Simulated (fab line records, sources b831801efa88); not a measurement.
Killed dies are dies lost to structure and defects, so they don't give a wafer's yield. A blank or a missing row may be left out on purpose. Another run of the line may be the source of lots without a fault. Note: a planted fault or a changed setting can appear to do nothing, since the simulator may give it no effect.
Which of the tools did it?	flow gf180mcu	12 lots, 36 wafers sampled, at 2 steps of a route of 602

## WHAT THE GAUGES READ, wafer by wafer
GF_V1_CD_MEAS_14: the cd target is 260 nm.
lot	measured	on	cdNm (nm)
L075	day 18 22:42	cdSem-02	260.2 259.9 260.3
L077	day 19 02:37	cdSem-01	258.8 258.0 259.9
L078	day 20 03:07	cdSem-01	261.2 261.7 260.8
L081	day 20 23:20	cdSem-01	261.2 261.6 262.0
L083	day 21 23:17	cdSem-02	260.3 259.6 259.5
L085	day 22 11:14	cdSem-02	260.4 260.0 260.2
L087	day 23 02:41	cdSem-01	258.7 259.7 259.6
L089	day 23 16:19	cdSem-01	260.9 260.0 259.4
L091	day 24 09:03	cdSem-02	262.4 263.2 261.9
L093	day 24 22:56	cdSem-02	259.3 258.9 258.2
L095	day 25 16:22	cdSem-02	260.4 261.1 261.1
L097	day 26 04:35	cdSem-02	259.6 260.1 260.7

## TOOL THAT RAN EACH LOT (tool first, then ch and the chambers of the sampled wafers, then the start)
lot	GF_HV_LDD_ETCHBACK_58
L075	rieDiel-01 ch 0,1,3, day 13 04:17
L077	rieDiel-03 ch 0,2,3, day 13 07:41
L078	rieDiel-01 ch 1,2, day 14 05:58
L081	rieDiel-04 ch 0,2, day 14 22:32
L083	rieDiel-01 ch 1,3, day 15 20:41
L085	rieDiel-04 ch 0,1,2, day 16 08:54
L087	rieDiel-01 ch 0,1,3, day 16 22:25
L089	rieDiel-03 ch 1,2,3, day 17 12:47
L091	rieDiel-03 ch 1,2,3, day 18 06:21
L093	rieDiel-04 ch 0,1,3, day 18 21:28
L095	rieDiel-03 ch 0,1,2, day 19 15:17
L097	rieDiel-04 ch 0,2, day 20 08:22
- GF_HV_LDD_ETCHBACK_58: etches Si3N4 in CH3F/O2, stops on SiO2, time 100 s, target depth 90 nm.

## THE ANSWER, worked out from the rows above alone
Rule: the usual values come from the lots themselves. Put in order of their means at a reading, lots are off if they are a third of the lots or fewer, leave a main group of 4 or more, and stand apart from it by a gap of 3 or more times the standard deviation of the main group's means; of several such gaps the widest counts. Not used: any main group whose means are identical at the precision the tables above print for the reading. Also off: a lot with no number at a reading for which 4 or more lots have one. All remaining lots with rows at the step are treated as sound.
Across all readings shown, no lot is off: no conclusion can be drawn from this.

## WHAT THE SIMULATOR HAD INSERTED
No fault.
